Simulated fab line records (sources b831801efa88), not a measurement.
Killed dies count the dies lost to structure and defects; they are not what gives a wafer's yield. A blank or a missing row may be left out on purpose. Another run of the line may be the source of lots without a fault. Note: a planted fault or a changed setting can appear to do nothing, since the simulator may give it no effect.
Matching of chambers ; flow sky130 ; SKY_VIA1_ETCH_15 on rieDiel-03 has 4 sister chambers
The step etches SiO2 in C4F8/O2/Ar, stops on TiN, target depth 351 nm, time 54 s. 8 wafers are shown with their chamber, then 7 later ones without.

== WAFERS WITH THEIR CHAMBER ==
wafer;chamber;oesProductAu (a.u.)
L077.4;0;0.978
L077.6;0;0.975
L081.3;3;0.979
L083.1;1;0.979
L083.2;3;0.990
L083.4;2;0.983
L084.1;2;0.980
L084.2;1;0.982

== WAFERS MISSING THEIR CHAMBER ==
wafer;oesProductAu (a.u.)
L084.4;0.987
L086.2;0.972
L086.4;0.973
L086.6;0.980
L089.1;0.980
L089.3;0.970
L089.4;0.976

== WHICH CHAMBER EACH WENT THROUGH ==
wafer;from the rows above;in truth
L084.4;can't be placed: 3 or 2 or 1 or 0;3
L086.2;can't be placed: 0 or 1 or 2 or 3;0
L086.4;can't be placed: 0 or 1 or 2 or 3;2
L086.6;can't be placed: 1 or 2 or 0 or 3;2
L089.1;can't be placed: 1 or 2 or 0 or 3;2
L089.3;can't be placed: 0 or 1 or 2 or 3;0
L089.4;can't be placed: 0 or 1 or 2 or 3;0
Placed correctly: 0 of 7. Not placeable from these rows: 7 (in 7, the candidates include the true chamber). Placed wrongly: 0.
How it was worked out, from the rows above alone: a wafer's distance from a chamber is the root of the sum, over the readings, of the square of ((its reading less the chamber's mean) divided by the reading's scatter). The wafer belongs to the nearest chamber; if the next one is less than 2 further off, it can't be placed. The mean given for a chamber averages the wafers shown for that chamber. The scatter is the square root of a quotient: the sum, over the shown wafers, of each reading's squared deviation from its chamber's mean, divided by wafers minus chambers.
